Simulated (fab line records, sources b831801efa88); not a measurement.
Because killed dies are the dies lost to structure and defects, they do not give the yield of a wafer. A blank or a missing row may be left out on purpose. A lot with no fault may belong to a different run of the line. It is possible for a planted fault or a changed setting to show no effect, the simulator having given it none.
Which tool did it?    flow sfq_line    Sampling: 14 lots, 42 wafers, 5 of 325 route steps

== WHAT THE GAUGES SHOWED, per wafer ==
SFQ_L0_RS_MEAS_901: measurement is done with a four-point probe. Usual: for L0_MONX_KI_RS the level is 42.5 ohm/sq and the standard deviation is 0.42.
lot   measured     on             L0_MONX_KI_RS (ohm/sq)  flag
L787  day 1 12:36  film_metro-02  43.0 42.7 42.8          
L788  day 1 17:35  film_metro-01  42.7 42.9 42.6          
L790  day 2 03:35  film_metro-04  43.2 43.0 42.9          
L791  day 2 08:48  film_metro-04  21.2 21.1 21.2          OFF
L799  day 4 00:49  film_metro-04  21.3 21.4 21.2          OFF
L800  day 4 05:40  film_metro-01  42.9 42.8 42.5          
L801  day 4 10:34  film_metro-04  41.9 42.3 41.7          
L802  day 4 15:36  film_metro-04  42.7 42.8 42.5          
L803  day 4 20:38  film_metro-04  42.5 42.5 42.2          
L804  day 5 01:36  film_metro-01  42.6 42.6 42.6          
L805  day 5 06:35  film_metro-04  42.9 42.4 42.5          
L806  day 5 11:34  film_metro-02  42.6 42.7 42.6          
L809  day 6 02:34  film_metro-01  43.1 42.6 43.0          
L810  day 6 07:34  film_metro-01  42.2 42.6 42.5          

SFQ_L0_THK_MEAS_902: measures by xrf. Usual: for L0_MONX_KI_THK the level is 41.3 nm and the standard deviation is 0.46.
lot   measured     on             L0_MONX_KI_THK (nm)  flag
L787  day 1 12:42  film_metro-02  40.9 41.2 41.1       
L788  day 1 17:41  film_metro-01  40.9 41.0 41.3       
L790  day 2 03:41  film_metro-04  40.7 40.4 40.7       
L791  day 2 08:55  film_metro-04  82.8 83.4 82.4       OFF
L799  day 4 00:56  film_metro-04  82.9 81.8 82.7       OFF
L800  day 4 05:46  film_metro-01  40.9 41.1 41.6       
L801  day 4 10:41  film_metro-04  41.9 41.5 42.1       
L802  day 4 15:42  film_metro-04  40.7 41.1 41.2       
L803  day 4 20:46  film_metro-04  41.5 41.4 41.6       
L804  day 5 01:42  film_metro-01  41.7 41.3 41.2       
L805  day 5 06:41  film_metro-04  40.8 41.3 41.3       
L806  day 5 11:41  film_metro-02  41.1 40.8 41.0       
L809  day 6 02:41  film_metro-01  40.4 40.9 40.7       
L810  day 6 07:41  film_metro-01  41.3 41.0 41.1       

SFQ_I0_OVL_MEAS_908. Usual: for I0_OVL the level is 2 nm and the standard deviation is 5.7.
lot   measured      on          I0_OVL (nm)  flag
L787  day 17 04:55  overlay-01  3 3 4        
L788  day 17 10:55  overlay-02  3 4 6        
L790  day 17 14:31  overlay-01  8 4 0        
L791  day 17 16:54  overlay-02  3 5 11       
L799  day 22 07:19  overlay-02  8 6 9        
L800  day 23 06:43  overlay-02  -3 1 -7      
L801  day 24 05:31  overlay-01  4 4 0        
L802  day 24 17:31  overlay-02  -1 3 0       
L803  day 25 01:55  overlay-02  -2 0 -2      
L804  day 25 06:43  overlay-01  5 3 -1       
L805  day 25 18:43  overlay-02  -1 3 1       
L806  day 25 22:47  overlay-02  -9 -10 3     
L809  day 26 21:48  overlay-01  -9 -10 -6    
L810  day 27 05:31  overlay-02  6 1 -2       

== EACH LOT AND THE TOOL THAT RAN IT (in order: tool; ch and the chambers of the sampled wafers; start) ==
lot   SFQ_TRILAYER_L0_DEP_SPUTTER_003  SFQ_TRILAYER_L0_ETCH_METAL_ETCH_008
L787  pvd_sputter-05, day 1 12:29      rie_metal-04 ch 0,1, day 4 03:51
L788  pvd_sputter-06, day 1 17:29      rie_metal-02 ch 0,1, day 4 05:02
L790  pvd_sputter-05, day 2 03:29      rie_metal-02 ch 0,1, day 4 08:38
L791  pvd_sputter-05, day 2 08:29      rie_metal-04 ch 0,1, day 4 09:50
L799  pvd_sputter-05, day 4 00:29      rie_metal-04 ch 0,1, day 7 06:03
L800  pvd_sputter-05, day 4 05:29      rie_metal-02 ch 1, day 7 12:03
L801  pvd_sputter-06, day 4 10:29      rie_metal-04 ch 0,1, day 7 23:09
L802  pvd_sputter-03, day 4 15:29      rie_metal-02 ch 0,1, day 8 07:34
L803  pvd_sputter-03, day 4 20:29      rie_metal-04 ch 0,1, day 8 13:33
L804  pvd_sputter-06, day 5 01:29      rie_metal-03 ch 0,1, day 8 16:50
L805  pvd_sputter-05, day 5 06:29      rie_metal-04 ch 0, day 8 22:38
L806  pvd_sputter-05, day 5 11:29      rie_metal-04 ch 1, day 9 03:51
L809  pvd_sputter-03, day 6 02:29      rie_metal-03 ch 0,1, day 9 21:52
L810  pvd_sputter-05, day 6 07:29      rie_metal-02 ch 1, day 10 03:51
- SFQ_TRILAYER_L0_DEP_SPUTTER_003: material MoNx KI, target thk 40 nm, time 102.5 s.
- SFQ_TRILAYER_L0_ETCH_METAL_ETCH_008: etches MoNx KI in SF6/O2, stops on SiO2, target depth 50 nm, time 25 s.

== AS READ BY THE TOOLS THEMSELVES (means over the sampled wafers that have a number; for cases with no such wafer, the mark the record gives instead) ==
SFQ_TRILAYER_L0_DEP_SPUTTER_003. Usual: throttle_valve_pct at 30.1 %, with a standard deviation of 0.9.
lot   tool            throttle_valve_pct (%)  flag
L787  pvd_sputter-05  30.7                    
L788  pvd_sputter-06  29.9                    
L790  pvd_sputter-05  30.5                    
L791  pvd_sputter-05  30.5                    
L799  pvd_sputter-05  30.6                    
L800  pvd_sputter-05  30.6                    
L801  pvd_sputter-06  29.4                    
L802  pvd_sputter-03  29.9                    
L803  pvd_sputter-03  29.1                    
L804  pvd_sputter-06  29.4                    
L805  pvd_sputter-05  30.2                    
L806  pvd_sputter-05  30.4                    
L809  pvd_sputter-03  30.7                    
L810  pvd_sputter-05  30.3                    

SFQ_TRILAYER_L0_ETCH_METAL_ETCH_008. Usual: drypump_motor_current_A 5.7 A, standard deviation 0.42; oes_product_au 0.887 a.u., standard deviation 0.0066.
lot   tool          drypump_motor_current_A (A)  oes_product_au (a.u.)  flag
L787  rie_metal-04  5.6                          0.886                  
L788  rie_metal-02  6.0                          0.888                  
L790  rie_metal-02  6.0                          0.881                  
L791  rie_metal-04  5.6                          0.998                  OFF
L799  rie_metal-04  5.4                          1.003                  OFF
L800  rie_metal-02  5.4                          0.885                  
L801  rie_metal-04  5.3                          0.891                  
L802  rie_metal-02  5.7                          0.887                  
L803  rie_metal-04  5.3                          0.883                  
L804  rie_metal-03  6.0                          0.885                  
L805  rie_metal-04  5.1                          0.885                  
L806  rie_metal-04  5.9                          0.891                  
L809  rie_metal-03  6.0                          0.881                  
L810  rie_metal-02  5.4                          0.884                  

== THE ANSWER, worked out from the rows above alone ==
Rule: lot off if the mean of its wafers having a number is beyond 3 standard deviations from the usual mean. Also off: a lot with no number at a reading for which 4 or more lots have one. Where the step has rows for the other lots, those lots are counted as sound. First the gauges in route order, then the tools' own readings, where a lot's mean is used as printed above. At the first step where some lot is off, the reading lying furthest off is the one used; lots without a number count as furthest.
Off: L791, L799, at SFQ_L0_RS_MEAS_901 (L0_MONX_KI_RS).
A tool fits if, at a process step before that reading, it ran every lot that is off, and no sound lot after the first of them. The gauges at SFQ_L0_RS_MEAS_901 aren't tried: what is off there is off at SFQ_TRILAYER_L0_ETCH_METAL_ETCH_008 too, on other tools, and a gauge's error can't cause that. Not one of the candidates tried fits.

== WHAT THE SIMULATOR HAD PUT IN ==
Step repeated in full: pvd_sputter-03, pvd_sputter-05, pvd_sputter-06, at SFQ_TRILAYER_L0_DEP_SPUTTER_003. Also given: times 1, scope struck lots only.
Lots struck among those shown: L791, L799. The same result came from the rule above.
